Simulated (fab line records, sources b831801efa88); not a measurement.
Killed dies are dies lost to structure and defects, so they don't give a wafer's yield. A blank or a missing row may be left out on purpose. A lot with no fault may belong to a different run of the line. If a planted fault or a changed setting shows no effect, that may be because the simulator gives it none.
Struck lot and sound lot, side by side || flow gf180mcu || 16 out of 602 route steps
Sound: these wafers, L201.1, L201.2, L201.5. Struck: wafer L209.6 (L209.3, L209.4, from the same lot, were not struck and are left out); the cause is given at the end.
Per side, at each step with rows, come the tool, then ch with its chambers, and then its first start. Under that, the readings that differ: sound wafers || struck wafers || difference of the means || sigmas: that difference in standard deviations of wafers without a fault.
alike: a reading whose means differ by less than 2 such deviations, as well as words and numbers matching on both sides. not compared: withheld readings; readings where some wafer has no value; bounds like >300 that might hide an equal value; numbers whose values overlap and for which the record gives no deviation.
Wherever a step has rows on one side only, a row that says differs or no value, or a row with sigmas, the two part there. Numbers that have no deviation but don't overlap get no sigmas and don't part them. A reading that every wafer of one side lacks parts them only if that side has two wafers or more.

first, 3 steps without rows for these wafers: GF_M5_EXPOSE_04 (exposes mask Metal5, target cd 280 nm); GF_M5_PEB_05 (peb time 90 s); GF_M5_DEVELOP_06 (develop time 60 s).
GF_M5_CD_MEAS_07 targets a cd of 280 nm.
  sound on cd_sem-01 at day 27 00:27; struck on cd_sem-02 at day 29 12:02
  alike: cd_nm
GF_M5_OVL_MEAS_08:
  sound on overlay-01 at day 27 00:34; struck on overlay-01 at day 29 12:08
  alike: M5_OVL
GF_M5_ETCH_09: etches Si3N4 in CF4/O2, target depth 52 nm, time 11.6 s.
  sound on rie_diel-01 ch 1,2,3, day 27 00:36; struck on rie_diel-02 ch 2, day 29 12:09
  alike: cf4_flow_sccm, drypump_motor_current_A, oes_product_au, throttle_valve_pct
  not compared: rf_hours_counter_h
GF_M5_METAL_ETCH_10: etches the open film in Cl2/BCl3, stops on SiO2, target depth 627.5 nm, time 104.6 s.
  sound on rie_metal-01 ch 0,1, day 27 00:37; struck on rie_metal-01 ch 0, day 29 12:13
  alike: drypump_motor_current_A, he_backside_leak_sccm, oes_product_au, throttle_valve_pct
  not compared: rf_hours_counter_h
GF_M5_STRIP_11: strips in O2/N2.
  sound on plasma_asher-04 ch 0,1, day 27 00:44; struck on plasma_asher-03 ch 0, day 29 12:19
  alike: drypump_motor_current_A, heater_power_w, oes_product_au, strip_time_to_endpoint_s
  not compared: rf_hours_counter_h
then, 3 steps without rows for these wafers: GF_M5_STRIP_12 (strips in post etch residue remover, time 1200 s); GF_M5_CLEAN_13 (cleans in DIW); GF_V5_CVD_00 (deposits SiO2, target thk 300 nm, time 50 s).
GF_V5_THK_MEAS_01:
  sound on film_metro-02 at day 27 01:23; struck on film_metro-02 at day 29 12:53
{"reading": "V5_CVD_00_THK (nm)", "sound": "304 298 300", "struck": 294, "difference": -7, "sigmas": -2}
GF_V5_CVD_02: deposits SiO2 from TEOS, target thk 1450 nm, time 163.28 s.
  sound on pecvd-04 ch 0,1,2, day 27 01:26; struck on pecvd-04 ch 2, day 29 12:56
{"reading": "rf_fwd_power_W (W)", "sound": "597.4 598.0 599.9", "struck": 504.5, "difference": -93.9, "sigmas": -52}
{"reading": "model.SiO2_of_V5_CVD_02.thk_nm (nm)", "sound": "1443 1412 1471", "struck": 1401, "difference": -41, "sigmas": ""}
  alike: heater_power_w
GF_V5_THK_MEAS_03:
  sound on film_metro-02 at day 27 01:32; struck on film_metro-02 at day 29 13:04
{"reading": "V5_CVD_02_THK (nm)", "sound": "1443 1412 1472", "struck": 1400, "difference": -42, "sigmas": -2}
GF_V5_CMP_04: polishes SiO2.
  sound on cmp-01 ch 0,1, day 27 01:36; struck on cmp-02 ch 1, day 29 13:06
  alike: motor_current_A, slurry_filter_dp_kPa
GF_PASSIVATION_PROBE_99:
  the record has rows for the sound wafers here (prober-01, day 29 17:11) and none for the struck ones

WHERE THEY PART
Last at GF_PASSIVATION_PROBE_99 as far as this record goes, first at GF_V5_THK_MEAS_01.

WHY: the cause the simulator had injected
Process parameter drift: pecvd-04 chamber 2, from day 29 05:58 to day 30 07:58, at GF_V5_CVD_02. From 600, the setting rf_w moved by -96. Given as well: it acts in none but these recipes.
